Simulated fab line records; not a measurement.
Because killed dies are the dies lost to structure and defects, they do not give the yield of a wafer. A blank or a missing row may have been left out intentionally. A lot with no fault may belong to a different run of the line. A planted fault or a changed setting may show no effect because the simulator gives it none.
A single fault, viewed from 2 desks | flow sky130 | numbers are kept per desk, each desk with only its own; the story behind them comes last

THE TOOL OWNER'S DESK: plasma-asher-04
The tool's own readings at SKY_METAL4_STRIP_19 (strips in O2/N2): means of the sampled wafers that have a number, for each lot that ran on this tool. Marked OUT: a lot whose mean sits more than 4 standard deviations from the usual mean, which makes it out of limits; the brackets give that distance.
Columns: A = drypump-motor-current-A at SKY_METAL4_STRIP_19, usual 5.6 A; B = o2-flow-sccm at SKY_METAL4_STRIP_19, usual 3000 sccm; C = oes-product-au at SKY_METAL4_STRIP_19, usual 0.502 a.u.; D = strip-time-to-endpoint-s at SKY_METAL4_STRIP_19, usual 6.54 s
lot  | first seen here | A   | B    | C     | D
L888 | day 42 09:58    | 5.4 | 2991 | 0.498 | 6.51
L892 | day 44 00:01    | 5.4 | 3006 | 0.502 | 6.51
L897 | day 45 06:55    | 5.9 | 2996 | 0.501 | 6.52
L901 | day 46 11:07    | 5.4 | 2996 | 0.500 | 6.52
L902 | day 46 18:00    | 5.4 | 3008 | 0.502 | 6.52
L903 | day 46 19:58    | 5.8 | 2999 | 0.508 | 6.61
This desk found nothing out of limits on any of the 6 lots.

FROM THE METROLOGY DESK
Means of the sampled wafers that have a number, per lot and without regard to the tool the lot ran on: this is what the gauges read. Marked OUT: a lot whose mean sits more than 4 standard deviations from the usual mean, which makes it out of limits; the brackets give that distance.
Columns: A = CAP2M_TIN_THK at SKY_CAP2M_THK_MEAS_04, usual 198.8 nm
lot  | first seen here | A
L885 | day 39 10:01    | 197.8
L888 | day 40 10:56    | 200.7
L892 | day 42 02:46    | 198.5
L897 | day 43 10:44    | 197.4
L901 | day 44 15:44    | 199.2
L900 | day 44 17:26    | 201.4
L902 | day 44 23:34    | 196.1
L903 | day 45 00:55    | 197.4
L906 | day 45 09:56    | 200.4
L907 | day 45 19:34    | 200.3
L908 | day 45 20:37    | 195.9
This desk found nothing out of limits on any of the 11 lots.

ALL TOGETHER
The tool owner's desk saw nothing out of limits.
The metrology desk saw nothing out of limits.

WHAT THE SIMULATOR PUT IN
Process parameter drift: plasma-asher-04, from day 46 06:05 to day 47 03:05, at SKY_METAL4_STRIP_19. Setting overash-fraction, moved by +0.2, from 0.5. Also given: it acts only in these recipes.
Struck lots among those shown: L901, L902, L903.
